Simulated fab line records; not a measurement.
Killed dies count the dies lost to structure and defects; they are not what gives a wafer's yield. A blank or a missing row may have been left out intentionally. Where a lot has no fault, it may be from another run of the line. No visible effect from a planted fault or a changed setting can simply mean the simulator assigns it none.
fab line records	flow sky130
record lots=6	wafers=18	last-day=50
route steps=708 shown LDD_HVP@285 LDD_LDN@289 PAD_OPEN@708
lots that met no fault: from a run of the same line without faults
start-h: hours from the record's first day to the start of the lot's first wafer shown	wait-h: hours elapsed since this lot's preceding step	" same as the row above	L1.1+2: several wafers, shown together as one row	- no value, or no start was given	* or withheld: withheld	< > ~ a bound
route shown NAME@n: a module of which the file shows steps, and the number in the route of the first	usual: mean/standard deviation of fault-free wafers	same: alike in all rows	chamber/n: place in a boat	sites: readings site by site	_std_site: their standard deviation	_edge_site: inner sites' mean taken away from outer sites' mean	radius-mm: for every site, how far away it sits from the centre of the wafer	mask NAME#n: copy n	behind: the tool/chamber that last shaped the wafer	hold: the reason the lot was held/the length of the hold in hours/how it ended	device: the n, p or np transistor that did not switch	end of line: the same wafers' tests at the end of the route	a step given without rows: its recipe and nothing more	killed: the dies lost at the first sort to structure and to defects; this is not the yield of the wafer	map: dies across one wafer; x = killed, . = not, _ = none there
set.NAME: the run value of the setting; set.NAME@STEP: its run value at that earlier step	model.NAME: the simulator's own value behind a step, which no gauge read
certain route steps with their lots: each step a table, each wafer a row
services: from which hour (start-h, from the record's first day; less than 0 if before it) a tool's chamber was out of use, for how many hours, and why
## steps
# step SKY_LDD_HVP_OVL_MEAS_07
# usual LDD_HVP_OVL=0.3/1.9
lot.wafer	tool	chamber	start-h	wait-h	LDD_HVP_OVL[nm]
L240.3	overlay-02	-	516.00	0.1	0.1
L240.5	"	-	"	"	0.6
L240.6	"	-	"	"	-1.5
L244.1	overlay-01	-	548.49	0.1	-3.2
L244.3	"	-	"	"	-2.6
L244.4	"	-	"	"	-2.5
L252.4	overlay-01	-	628.47	0.1	0.9
L252.5	"	-	"	"	2.5
L252.6	"	-	"	"	0.2
L255.2	overlay-02	-	635.60	0.1	-1.5
L255.4	"	-	"	"	-3.4
L255.6	"	-	"	"	-2.5
L260.2	overlay-01	-	672.55	0.1	-3.5
L260.3	"	-	"	"	-2.8
L260.5	"	-	"	"	-3.4
L262.1	overlay-02	-	691.35	0.1	2.0
L262.2	"	-	"	"	0.6
L262.3	"	-	"	"	0.6
# step SKY_LDD_HVP_IMPLANT_08
# recipe species=B	energy-kev=20	dose-cm2=1.7e+13	tilt-deg=17.9
# step SKY_LDD_HVP_STRIP_09
# recipe chemistry=O2/N2	power-w=1400	pressure-mtorr=1500	platen-temp-c=withheld	o2-flow-sccm=3000	n2-flow-sccm=300	overash-fraction=0.5
# usual drypump-motor-current-A=5.5/0.39	oes-product-au=0.408/0.0044	strip-time-to-endpoint-s=4.133/0.015
lot.wafer	tool	chamber	start-h	wait-h	drypump-motor-current-A	oes-product-au	rf-hours-counter-h	strip-time-to-endpoint-s
L240.3	plasma-asher-02	1	516.21	0.1	5.5	0.404	-	4.120
L240.5	"	0	"	"	5.8	0.404	-	4.135
L240.6	"	1	"	"	5.5	0.400	-	4.124
L244.1	plasma-asher-02	0	548.68	0.1	5.8	0.414	90	4.138
L244.3	"	0	"	"	5.8	0.401	-	4.115
L244.4	"	1	"	"	5.5	0.407	-	4.119
L252.4	plasma-asher-01	0	628.67	0.1	5.9	0.405	-	4.130
L252.5	"	1	"	"	6.0	0.411	-	4.116
L252.6	"	0	"	"	5.9	0.409	-	4.127
L255.2	plasma-asher-03	0	635.78	0.1	4.9	0.412	81	4.107
L255.4	"	0	"	"	4.9	0.412	-	4.122
L255.6	"	0	"	"	4.9	0.414	-	4.118
L260.2	plasma-asher-01	0	672.73	0.1	5.9	0.405	24	4.135
L260.3	"	1	"	"	6.0	0.403	-	4.113
L260.5	"	1	"	"	6.0	0.399	-	4.117
L262.1	plasma-asher-03	0	691.54	0.1	4.9	0.410	86	4.151
L262.2	"	1	"	"	5.2	0.414	86	4.121
L262.3	"	1	"	"	5.2	0.411	-	4.141
# step SKY_LDD_HVP_TW_MEAS_10
# usual LDD_HVP_TW=451.8/2.3
lot.wafer	tool	chamber	start-h	wait-h	LDD_HVP_TW
L240.3	film-metro-03	-	516.30	0.1	450.7
L240.5	"	-	"	"	451.7
L240.6	"	-	"	"	448.1
L244.1	film-metro-03	-	548.78	0.1	452.9
L244.3	"	-	"	"	453.3
L244.4	"	-	"	"	452.9
L252.4	film-metro-03	-	628.76	0.1	451.5
L252.5	"	-	"	"	449.6
L252.6	"	-	"	"	451.6
L255.2	film-metro-03	-	635.89	0.1	449.2
L255.4	"	-	"	"	447.8
L255.6	"	-	"	"	448.3
L260.2	film-metro-03	-	672.84	0.1	445.8
L260.3	"	-	"	"	449.3
L260.5	"	-	"	"	451.4
L262.1	film-metro-04	-	691.64	0.1	458.7
L262.2	"	-	"	"	456.0
L262.3	"	-	"	"	456.1
# step SKY_LDD_LDN_DEHYDRATE_00
# recipe temp-c=200	time-s=60
# step SKY_LDD_LDN_HMDS_01
# recipe prime-time-s=60	prime-temp-c=120
# step SKY_LDD_LDN_COAT_02
# recipe resist=NOVOLAK	spin-rpm=3000	resist-thk-nm=1140
# step SKY_LDD_LDN_SOFTBAKE_03
# recipe temp-c=90	time-s=60	resist=NOVOLAK
# step SKY_LDD_LDN_EXPOSE_04
# recipe mask-id=LDNTM	na=0.6	source-shape=conventional	sigma-outer=0.6	polarization=unpolarized	target-cd-nm=700	dose-mj=140
# step SKY_LDD_LDN_PEB_05
# recipe temp-c=withheld	time-s=*	resist=NOVOLAK
# step SKY_LDD_LDN_DEVELOP_06
# recipe resist=NOVOLAK	developer=TMAH	develop-time-s=60	dev-temp-c=23
# step SKY_LDD_LDN_OVL_MEAS_07
# usual LDD_LDN_OVL=0.7/1.6
lot.wafer	tool	chamber	start-h	wait-h	LDD_LDN_OVL[nm]
L240.3	overlay-02	-	546.61	0.1	1.8
L240.5	"	-	"	"	1.5
L240.6	"	-	"	"	2.5
L244.1	overlay-02	-	577.94	0.1	3.6
L244.3	"	-	"	"	1.6
L244.4	"	-	"	"	1.7
L252.4	overlay-01	-	657.11	0.1	-0.9
L252.5	"	-	"	"	0.0
L252.6	"	-	"	"	1.4
L255.2	overlay-01	-	664.05	0.1	1.9
L255.4	"	-	"	"	1.4
L255.6	"	-	"	"	0.6
L260.2	overlay-02	-	701.30	0.1	-0.2
L260.3	"	-	"	"	0.9
L260.5	"	-	"	"	1.6
L262.1	overlay-01	-	719.49	0.1	-0.5
L262.2	"	-	"	"	-1.0
L262.3	"	-	"	"	-0.8
# step SKY_LDD_LDN_IMPLANT_08
# recipe species=As	energy-kev=15	dose-cm2=1.25e+13	tilt-deg=withheld	rotation-deg=23
# usual dose-ions-cm2=1.2499e+13/1.4e+10	faraday-current-uA=70.5/1.4
lot.wafer	tool	chamber	start-h	wait-h	dose-ions-cm2	faraday-current-uA
L240.3	implanter-04	0	546.68	0.1	1.2496e+13	70.4
L240.5	"	0	"	"	1.2524e+13	68.1
L240.6	"	0	"	"	1.2501e+13	71.5
L244.1	implanter-01	0	577.98	0.0	1.2495e+13	70.7
L244.3	"	0	"	"	1.2516e+13	70.9
L244.4	"	0	"	"	1.2508e+13	67.9
L252.4	implanter-04	0	657.20	0.1	1.9157e+13	112.4
L252.5	"	0	"	"	1.9171e+13	109.7
L252.6	"	0	"	"	1.9196e+13	112.7
L255.2	implanter-04	0	664.11	0.0	1.9175e+13	106.4
L255.4	"	0	"	"	1.9146e+13	109.1
L255.6	"	0	"	"	1.9169e+13	104.5
L260.2	implanter-03	0	701.36	0.0	1.2521e+13	70.2
L260.3	"	0	"	"	1.2485e+13	69.2
L260.5	"	0	"	"	1.253e+13	71.8
L262.1	implanter-01	0	719.53	0.0	1.2495e+13	69.0
L262.2	"	0	"	"	1.2474e+13	72.3
L262.3	"	0	"	"	1.2478e+13	71.8
# step SKY_LDD_LDN_IMPLANT_09
# recipe species=As	energy-kev=15	dose-cm2=1.25e+13	tilt-deg=withheld	rotation-deg=113
# step SKY_LDD_LDN_IMPLANT_10
# recipe species=As	energy-kev=15	dose-cm2=1.25e+13	tilt-deg=withheld	rotation-deg=203
# step SKY_LDD_LDN_IMPLANT_11
# recipe species=As	energy-kev=15	dose-cm2=1.25e+13	tilt-deg=withheld	rotation-deg=293
# step SKY_LDD_LDN_STRIP_12
# recipe chemistry=O2/N2	power-w=1400	pressure-mtorr=1500	platen-temp-c=withheld	o2-flow-sccm=3000	n2-flow-sccm=300	overash-fraction=0.5
# usual drypump-motor-current-A=5.6/0.38	oes-product-au=0.716/0.0048	strip-time-to-endpoint-s=14.17/0.042
lot.wafer	tool	chamber	start-h	wait-h	drypump-motor-current-A	oes-product-au	rf-hours-counter-h	strip-time-to-endpoint-s
L240.3	plasma-asher-01	1	547.26	0.1	6.0	0.714	-	14.18
L240.5	"	1	"	"	6.0	0.721	-	14.21
L240.6	"	0	"	"	5.9	0.715	-	14.18
L244.1	plasma-asher-04	0	578.58	0.1	5.7	0.720	41	14.21
L244.3	"	0	"	"	5.6	0.705	-	14.18
L244.4	"	1	"	"	5.6	0.716	-	14.24
L252.4	plasma-asher-04	1	657.76	0.1	5.6	0.709	-	14.17
L252.5	"	0	"	"	5.7	0.714	-	14.15
L252.6	"	1	"	"	5.6	0.714	-	14.19
L255.2	plasma-asher-01	1	664.68	0.1	6.0	0.720	23	14.21
L255.4	"	1	"	"	6.0	0.724	-	14.22
L255.6	"	0	"	"	5.9	0.715	-	14.18
L260.2	plasma-asher-04	1	701.93	0.1	5.6	0.712	52	14.18
L260.3	"	0	"	"	5.7	0.711	-	14.20
L260.5	"	1	"	"	5.6	0.724	-	14.18
L262.1	plasma-asher-04	1	720.13	0.1	5.6	0.714	53	14.18
L262.2	"	0	"	"	5.7	0.713	53	14.14
L262.3	"	0	"	"	5.7	0.705	-	14.17
# step SKY_LDD_LDN_TW_MEAS_13
# usual LDD_LDN_TW=1465/7.5
lot.wafer	tool	chamber	start-h	wait-h	LDD_LDN_TW
L240.3	film-metro-01	-	547.35	0.1	1454
L240.5	"	-	"	"	1455
L240.6	"	-	"	"	1454
L244.1	film-metro-01	-	578.68	0.1	1461
L244.3	"	-	"	"	1457
L244.4	"	-	"	"	1458
L252.4	film-metro-01	-	657.86	0.1	1526
L252.5	"	-	"	"	1525
L252.6	"	-	"	"	1528
L255.2	film-metro-01	-	664.79	0.1	1530
L255.4	"	-	"	"	1529
L255.6	"	-	"	"	1520
L260.2	film-metro-03	-	702.04	0.1	1482
L260.3	"	-	"	"	1479
L260.5	"	-	"	"	1483
L262.1	film-metro-03	-	720.23	0.1	1467
L262.2	"	-	"	"	1465
L262.3	"	-	"	"	1462
# step SKY_LDD_LDN_CLEAN_14
# recipe chemistry=SC1/SC2	mix=1:4:20	temp-c=70	time-s=150	dry=n2-spin
# step SKY_PAD_OPEN_PROBE_99
# usual killed_at_M0_to_M3=43/7.3	killed_at_M4_up=3.6/1.9	killed-at-contacts=23/5.3	killed-at-front-end=15/4.5	killed-at-other=0.3/0.72	killed-dies=85/9.4	killed-open=46/6.7	killed-short=38/6.8
# same gross-dies=492	killed-at-back-side=0
lot.wafer	tool	chamber	start-h	wait-h	killed_at_M0_to_M3	killed_at_M4_up	killed-at-contacts	killed-at-front-end	killed-at-other	killed-dies	killed-open	killed-short	model.etest.tip-sonos.rs-ohm-sq
L240.3	prober-02	-	1088.09	0.2	44	5	20	14	0	83	49	34	2661
L240.5	prober-02	-	1088.19	0.2	37	5	23	18	0	83	54	29	2655
L240.6	prober-02	-	1088.24	0.2	57	4	23	21	0	105	56	49	2656
L244.1	prober-02	-	1112.87	0.1	39	3	24	17	0	83	52	31	2730
L244.3	prober-02	-	1112.97	0.2	40	1	31	16	0	88	46	42	2713
L244.4	prober-02	-	1113.02	0.2	50	3	25	11	1	90	50	40	2702
L252.4	prober-02	-	1168.52	0.2	39	3	21	21	0	84	47	37	2490
L252.5	prober-02	-	1168.57	0.2	42	5	18	24	0	89	45	44	2424
L252.6	prober-02	-	1168.62	0.2	39	2	15	21	1	78	48	30	2465
L255.2	prober-01	-	1169.52	0.1	41	7	20	14	0	82	39	42	2401
L255.4	prober-01	-	1169.62	0.2	52	3	14	20	0	89	42	46	2475
L255.6	prober-01	-	1169.72	0.2	41	4	20	18	0	83	46	37	2452
L262.1	prober-01	-	1203.20	0.1	42	5	21	20	2	90	55	34	2739
L262.2	prober-01	-	1203.25	0.1	46	2	23	9	1	81	37	43	2682
L262.3	prober-01	-	1203.30	0.2	46	2	20	15	0	83	51	31	2676
# killed by level:class
L240.3 CONTACT:geometric-particle:open=8 VIA1:geometric-particle:open=8 LI_CONTACT:geometric-particle:open=7 VIA2:geometric-particle:short=7 VIA3:geometric-particle:open=6 VIA2:geometric-particle:open=6 METAL1:geometric-particle:short=5 FIELD_ISO:geometric-particle:open=4
L240.5 LI_CONTACT:geometric-particle:open=9 VIA2:geometric-particle:open=9 CONTACT:geometric-particle:open=8 VIA1:geometric-particle:open=7 METAL2:geometric-particle:short=6 FIELD_ISO:geometric-particle:open=4 FIELD_ISO:geometric-particle:short=4 POLY_GATE:geometric-particle:open=4
L240.6 VIA1:geometric-particle:open=19 FIELD_ISO:geometric-particle:short=12 LI_CONTACT:geometric-particle:open=9 METAL1:geometric-particle:short=7 VIA2:geometric-particle:open=7 VIA1:geometric-particle:short=6 VIA3:geometric-particle:short=5 VIA3:geometric-particle:open=5
L244.1 CONTACT:geometric-particle:open=14 VIA1:geometric-particle:open=8 VIA3:geometric-particle:open=6 VIA2:geometric-particle:open=5 FIELD_ISO:geometric-particle:open=5 METAL1:geometric-particle:short=5 LI_CONTACT:geometric-particle:open=4 FIELD_ISO:geometric-particle:short=4
L244.3 VIA1:geometric-particle:open=11 CONTACT:geometric-particle:short=9 CONTACT:geometric-particle:open=7 LI_CONTACT:geometric-particle:open=6 VIA3:geometric-particle:short=6 FIELD_ISO:geometric-particle:short=5 METAL1:geometric-particle:short=5 LI_CONTACT:geometric-particle:short=4
L244.4 VIA1:geometric-particle:open=13 VIA3:geometric-particle:open=10 CONTACT:geometric-particle:open=10 CONTACT:geometric-particle:short=7 VIA1:geometric-particle:short=6 LI_CONTACT:geometric-particle:open=6 METAL2:geometric-particle:short=6 FIELD_ISO:geometric-particle:short=4
L252.4 VIA1:geometric-particle:open=11 CONTACT:geometric-particle:open=9 FIELD_ISO:geometric-particle:short=6 LI_CONTACT:geometric-particle:open=6 FIELD_ISO:geometric-particle:open=5 POLY_GATE:geometric-particle:short=5 VIA2:geometric-particle:open=5 VIA2:geometric-particle:short=5
L252.5 VIA1:geometric-particle:open=8 FIELD_ISO:geometric-particle:short=7 FIELD_ISO:geometric-particle:open=7 VIA2:geometric-particle:open=6 LI_CONTACT:geometric-particle:short=5 POLY_GATE:geometric-particle:short=5 CONTACT:geometric-particle:open=5 VIA2:geometric-particle:short=5
L252.6 VIA1:geometric-particle:open=8 POLY_GATE:geometric-particle:open=7 VIA2:geometric-particle:open=7 FIELD_ISO:geometric-particle:open=6 CONTACT:geometric-particle:open=6 METAL2:geometric-particle:short=6 FIELD_ISO:geometric-particle:short=4 VIA3:geometric-particle:open=4
L255.2 VIA1:geometric-particle:open=10 METAL1:geometric-particle:short=7 POLY_GATE:geometric-particle:short=6 LOCAL_INTERCONNECT:geometric-particle:short=6 LI_CONTACT:geometric-particle:open=5 CONTACT:geometric-particle:open=5 VIA3:geometric-particle:open=5 VIA2:geometric-particle:open=4
L255.4 VIA2:geometric-particle:open=9 VIA1:geometric-particle:short=7 VIA2:geometric-particle:short=7 CONTACT:geometric-particle:open=6 VIA1:geometric-particle:open=6 SPACER:geometric-particle:short=5 LI_CONTACT:geometric-particle:open=5 VIA3:geometric-particle:open=5
L255.6 VIA2:geometric-particle:open=9 CONTACT:geometric-particle:open=8 METAL2:geometric-particle:short=7 LI_CONTACT:geometric-particle:open=6 POLY_GATE:geometric-particle:open=5 VIA1:geometric-particle:short=5 VIA1:geometric-particle:open=5 VIA3:geometric-particle:open=5
L262.1 VIA1:geometric-particle:open=10 VIA3:geometric-particle:open=10 FIELD_ISO:geometric-particle:short=7 VIA2:geometric-particle:open=7 LI_CONTACT:geometric-particle:open=6 CONTACT:geometric-particle:open=6 LOCAL_INTERCONNECT:geometric-particle:short=6 FIELD_ISO:geometric-particle:open=4
L262.2 CONTACT:geometric-particle:open=10 VIA2:geometric-particle:open=9 VIA1:geometric-particle:short=7 LI_CONTACT:geometric-particle:open=6 VIA1:geometric-particle:open=5 VIA2:geometric-particle:short=5 VIA3:geometric-particle:short=5 FIELD_ISO:geometric-particle:short=4
L262.3 VIA1:geometric-particle:open=12 VIA2:geometric-particle:open=8 CONTACT:geometric-particle:open=7 VIA3:geometric-particle:open=7 LI_CONTACT:geometric-particle:open=6 METAL1:geometric-particle:short=5 FIELD_ISO:geometric-particle:short=4 POLY_GATE:geometric-particle:short=4
## services
tool	chamber	start-h	hours	kind
implanter-01	-	503.76	3.5	pm
plasma-asher-03	-	504.78	2.8	pm
plasma-asher-02	-	516.28	2.8	pm
implanter-01	-	552.59	1.8	repair
implanter-01	-	558.82	4.0	repair
implanter-04	-	564.01	3.3	repair
implanter-01	-	581.63	4.5	repair
implanter-04	-	586.96	0.8	repair
plasma-asher-04	-	624.79	3.3	repair
plasma-asher-01	-	635.72	3.7	repair
implanter-04	-	638.36	4.5	pm
implanter-03	-	643.36	3.8	pm
implanter-04	-	643.65	7.7	repair
implanter-03	-	658.52	13.7	repair
plasma-asher-03	-	670.78	7.8	repair
plasma-asher-04	-	684.90	11.5	repair
implanter-01	-	686.35	1.7	repair
implanter-01	-	695.67	2.6	pm
## key
first-sign step=SKY_LDD_LDN_IMPLANT_08	reading=dose-ions-cm2	direction=up	sigmas=99+	usual=*	struck=*
effect step=SKY_LDD_LDN_IMPLANT_08	reading=faraday-current-uA	direction=up	sigmas=27	usual=70.5	struck=109.1
effect step=SKY_LDD_LDN_TW_MEAS_13	reading=LDD_LDN_TW	direction=up	sigmas=8.2	usual=1465	struck=1526
model-effect step=SKY_PAD_OPEN_PROBE_99	value=etest.tip-sonos.rs-ohm-sq	without=2634	struck=2451
met-at SKY_LDD_LDN_IMPLANT_08
struck-wafers L252.4,L252.5,L252.6,L255.2,L255.4,L255.6
tester-left-out L252,L255
onset-between 546.68 657.20
fault kind=process-parameter-drift	tool=implanter-04	chamber=-	onset-h=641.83	steps=SKY_LDD_LDN_IMPLANT_08	channel=dose-cm2	offset=*	shape=step	end-h=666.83	acts-in=*	stated=*
# tester-left-out: of these lots the tester's yield and bins aren't shown, on N5 and GAA mostly nor the transistor test; their killed dies are dies lost to structure and defects alone, not to doping, threshold or leakage, so they don't give the yield
